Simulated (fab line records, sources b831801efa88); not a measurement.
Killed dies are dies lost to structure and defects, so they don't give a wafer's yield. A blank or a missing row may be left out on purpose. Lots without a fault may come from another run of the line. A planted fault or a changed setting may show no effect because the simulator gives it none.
Which tool did it? | flow sky130 | 13 lots, 39 wafers sampled, at 1 step of a route of 708

WHAT THE GAUGES READ, wafer by wafer
SKY_VT_ADJUST_NCORE_OVL_MEAS_08.
lot  | measured     | on         | VT_ADJUST_NCORE_OVL (nm)
L764 | day 8 18:07  | overlay-02 | 0.0 0.9 -0.2
L765 | day 8 22:37  | overlay-01 | 2.0 1.8 1.8
L766 | day 9 02:13  | overlay-02 | -0.5 0.6 -0.1
L768 | day 9 18:43  | overlay-02 | -1.7 -1.9 -1.0
L769 | day 10 02:31 | overlay-01 | 1.7 0.7 0.6
L770 | day 10 06:52 | overlay-02 | -0.5 -0.4 1.2
L771 | day 10 14:35 | overlay-02 | 1.6 0.4 -1.1
L773 | day 11 03:46 | overlay-01 | -0.6 2.0 -0.5
L775 | day 11 17:19 | overlay-02 | -0.6 0.6 1.3
L779 | day 13 01:37 | overlay-02 | 2.0 -0.3 -0.3
L780 | day 13 10:46 | overlay-01 | 1.7 -1.4 -1.4
L781 | day 13 15:56 | overlay-02 | -1.6 -3.2 -1.7
L782 | day 13 22:45 | overlay-01 | 3.9 0.1 2.8

WHICH TOOL RAN EACH LOT (tool, then ch and the chambers of the sampled wafers, then the start)
The record holds no process step before these readings.

WHAT THE TOOLS THEMSELVES READ (means of the sampled wafers that have a number; where no wafer has one, the mark that the record gives instead)
The record holds no such reading with a usual standard deviation.

THE ANSWER, worked out from the rows above alone
Rule: what is usual is taken from the lots themselves. Put in order of their means at a reading, lots are off if they are a third of the lots or fewer, leave a main group of 4 or more, and stand apart from it by a gap of 3 or more times the standard deviation of the main group's means; of several such gaps the widest counts. A main group whose means are all the same, to the digits that the tables above print for the reading, isn't used. A lot without any number at a reading at which 4 lots or more have one is off too. The other lots that the step has rows for count as sound. The gauges are gone through in route order, then the tools' own readings, and for those a lot's mean is taken as printed above. The first step at which some lot is off is used, and at that step the reading that is off furthest; a lot without a number counts as furthest.
No lot is off at any reading shown: from this, nothing can be told.

WHAT THE SIMULATOR HAD PUT IN
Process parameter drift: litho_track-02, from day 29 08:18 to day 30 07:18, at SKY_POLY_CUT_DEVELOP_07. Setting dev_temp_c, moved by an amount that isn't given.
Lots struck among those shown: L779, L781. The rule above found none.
